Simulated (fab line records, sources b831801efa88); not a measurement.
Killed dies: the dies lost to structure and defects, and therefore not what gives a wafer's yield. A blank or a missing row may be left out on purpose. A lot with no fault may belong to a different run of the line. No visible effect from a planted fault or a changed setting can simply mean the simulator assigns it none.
Which tool was responsible?	flow gf180mcu	21 wafers from 7 lots sampled at 3 of the route's 602 steps

WHAT THE GAUGES SHOWED, per wafer
GF_VT_IMPLANT_TW_MEAS_10.
lot	measured	on	VT_IMPLANT_TW
L107	day 5 21:04	film-metro-01	569 571 569
L109	day 6 08:41	film-metro-01	569 571 572
L111	day 6 22:16	film-metro-02	557 558 556
L113	day 7 13:01	film-metro-03	559 559 563
L115	day 8 04:35	film-metro-01	571 571 570
L117	day 8 15:10	film-metro-03	565 564 564
L123	day 10 04:25	film-metro-03	30 30 30

WHICH TOOL RAN EACH LOT (tool, then ch and the chambers of the sampled wafers, then the start)
lot	GF_MVSD_STRIP_10	GF_VT_IMPLANT_DEVELOP_06
L107	plasma-asher-01 ch 0, day 4 15:54	litho-track-02 ch 0, day 5 20:38
L109	plasma-asher-02 ch 0,1, day 5 03:00	litho-track-03 ch 0, day 6 08:16
L111	plasma-asher-02 ch 0,1, day 5 16:17	litho-track-03 ch 0, day 6 21:53
L113	plasma-asher-01 ch 0,1, day 6 04:57	litho-track-02 ch 0, day 7 12:35
L115	plasma-asher-01 ch 0, day 6 19:36	litho-track-03 ch 0, day 8 04:10
L117	plasma-asher-01 ch 0,1, day 7 05:34	litho-track-02 ch 0, day 8 14:46
L123	plasma-asher-02 ch 0,1, day 8 16:30	litho-track-02 ch 0, day 10 03:59
- GF_MVSD_STRIP_10: strips in O2/N2.
- GF_VT_IMPLANT_DEVELOP_06: develop time 60 s.

THE ANSWER, worked out from the rows above alone
Rule: the lots themselves supply what counts as usual. The widest of any qualifying gaps counts: lots, ordered by their means at a reading, are off when they make up no more than a third of the lots, leave a main group of 4 or more, and stand apart from it by 3 or more times the standard deviation of that group's means. If all means in a main group match to the digits the tables above print for the reading, that group is not used. A lot without any number at a reading at which 4 lots or more have one is off too. Where the step has rows for the other lots, those lots are counted as sound.
Off: L123, seen at GF_VT_IMPLANT_TW_MEAS_10 (VT_IMPLANT_TW). For the main group the mean is 565 and the standard deviation 5.3.
If a tool, at a process step before that reading, ran all the lots that are off and no sound lot after the first of them, it fits. Those tools and the gauges at GF_VT_IMPLANT_TW_MEAS_10 are tried in the same way. Can't be told from this: 3 tools fit, plasma-asher-02 at GF_MVSD_STRIP_10, litho-track-02 at GF_VT_IMPLANT_DEVELOP_06, film-metro-03 at GF_VT_IMPLANT_TW_MEAS_10.

WHAT THE SIMULATOR HAD INSERTED
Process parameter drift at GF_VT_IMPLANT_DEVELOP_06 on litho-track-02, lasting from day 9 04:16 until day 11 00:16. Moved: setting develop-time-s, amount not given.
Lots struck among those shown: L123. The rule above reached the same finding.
